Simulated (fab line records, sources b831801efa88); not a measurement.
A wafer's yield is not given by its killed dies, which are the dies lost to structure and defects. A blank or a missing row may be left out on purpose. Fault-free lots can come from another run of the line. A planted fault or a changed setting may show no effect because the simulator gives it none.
Which tool is to blame? + flow sky130 + 6 lots with 18 wafers sampled at 3 steps, on a route of 708 steps

== WHAT THE GAUGES SHOWED, per wafer ==
SKY_CAP2M_OVL_MEAS_12.
| lot  | measured     | on         | CAP2M_OVL (nm) |
|------|--------------|------------|----------------|
| L677 | day 41 10:56 | overlay-02 | 0.9 1.8 0.0    |
| L680 | day 42 01:07 | overlay-02 | 0.6 1.4 1.3    |
| L682 | day 42 09:20 | overlay-01 | -2.6 -0.8 -0.3 |
| L690 | day 44 12:42 | overlay-02 | -0.3 -1.0 0.0  |
| L696 | day 45 22:07 | overlay-02 | -0.7 -0.4 1.0  |
| L698 | day 46 18:10 | overlay-02 | -1.7 0.1 -0.2  |

== WHICH TOOL RAN EACH LOT (tool, then ch and the chambers of the sampled wafers, then the start) ==
| lot  | SKY_VIA2_ETCH_15                   | SKY_VIA3_STRIP_16                    |
|------|------------------------------------|--------------------------------------|
| L677 | rie_diel-04 ch 0,1,3, day 37 02:16 | plasma_asher-01 ch 0,1, day 40 09:20 |
| L680 | rie_diel-01 ch 0,1,3, day 37 16:25 | plasma_asher-02 ch 0,1, day 40 23:17 |
| L682 | rie_diel-04 ch 2,3, day 38 01:37   | plasma_asher-01 ch 0,1, day 41 07:44 |
| L690 | rie_diel-04 ch 0,1,2, day 40 09:55 | plasma_asher-02 ch 0,1, day 43 13:07 |
| L696 | rie_diel-04 ch 0,1, day 41 22:07   | plasma_asher-03 ch 0,1, day 44 22:59 |
| L698 | rie_diel-03 ch 0,1,2, day 42 20:02 | plasma_asher-01 ch 0,1, day 45 19:29 |
- SKY_VIA2_ETCH_15: etches SiO2 in C4F8/O2/Ar, stops on TiN, target depth 546 nm, time 84 s.
- SKY_VIA3_STRIP_16: strips in O2/N2.

== THE ANSWER, worked out from the rows above alone ==
Rule: usual is defined by the lots themselves. Put in order of their means at a reading, lots are off if they are a third of the lots or fewer, leave a main group of 4 or more, and stand apart from it by a gap of 3 or more times the standard deviation of the main group's means; of several such gaps the widest counts. A main group is skipped when, at the precision printed for the reading in the tables above, its means are all equal. A lot without any number at a reading at which 4 lots or more have one is off too. All remaining lots with rows at the step are treated as sound.
No lot is off on any of the readings shown, so nothing can be concluded from this.

== WHAT THE SIMULATOR HAD PUT IN ==
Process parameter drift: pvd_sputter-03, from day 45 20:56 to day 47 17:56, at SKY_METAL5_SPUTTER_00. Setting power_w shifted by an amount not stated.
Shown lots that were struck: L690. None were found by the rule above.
